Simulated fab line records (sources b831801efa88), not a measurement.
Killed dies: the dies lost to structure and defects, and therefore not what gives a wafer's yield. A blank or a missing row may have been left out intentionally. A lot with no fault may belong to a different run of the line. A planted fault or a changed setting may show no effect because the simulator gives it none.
Matching of chambers    flow sky130    rie_diel-01 running SKY_VIA4_ETCH_12: 4 sister chambers
The step etches SiO2 in C4F8/O2/Ar, stops on TiN, target depth 580 nm. 18 wafers are shown with their chamber, then 9 later ones without.

== WAFERS WITH THEIR CHAMBER ==
wafer   chamber  oes_product_au (a.u.)
L080.1  3        0.915
L080.2  1        0.932
L080.6  1        0.924
L081.1  1        0.923
L081.2  2        0.937
L081.5  1        0.929
L082.1  0        0.922
L082.4  3        0.921
L082.6  3        0.911
L085.1  1        0.928
L085.4  2        0.924
L085.6  2        0.925
L084.2  0        0.929
L084.3  2        0.920
L084.6  1        0.922
L086.2  1        0.930
L086.3  3        0.933
L086.6  1        0.926

SIGNATURES (averages over the wafers above)
reading         chamber 0  chamber 1  chamber 2  chamber 3  scatter within a chamber
oes_product_au  0.92550    0.92675    0.92650    0.92000    0.00627
Rule: distance of a wafer from a chamber = root of the sum over the readings of ((wafer's reading minus chamber's mean) / reading's scatter) squared. The wafer belongs to the nearest chamber; if the next one is less than 2 further off, it can't be placed. The scatter is the square root of a quotient: the sum, over the shown wafers, of each reading's squared deviation from its chamber's mean, divided by wafers minus chambers.

== WAFERS WITH NO CHAMBER GIVEN ==
wafer   oes_product_au (a.u.)
L090.1  0.926
L090.3  0.926
L090.5  0.929
L092.2  0.925
L092.3  0.932
L092.6  0.920
L096.1  0.928
L096.3  0.928
L096.5  0.930

== WHICH CHAMBER EACH WENT THROUGH ==
wafer   from the rows above                in truth
L090.1  can't be placed: 0 or 2 or 1 or 3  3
L090.3  can't be placed: 0 or 2 or 1 or 3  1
L090.5  can't be placed: 1 or 2 or 0 or 3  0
L092.2  can't be placed: 0 or 2 or 1 or 3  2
L092.3  can't be placed: 1 or 2 or 0 or 3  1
L092.6  can't be placed: 3 or 0 or 2 or 1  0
L096.1  can't be placed: 1 or 2 or 0 or 3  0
L096.3  can't be placed: 1 or 2 or 0 or 3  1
L096.5  can't be placed: 1 or 2 or 0 or 3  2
Placed correctly: 0 of 9. These rows do not allow placing 9 (true chamber among the candidates in 9). Wrongly placed: 0.
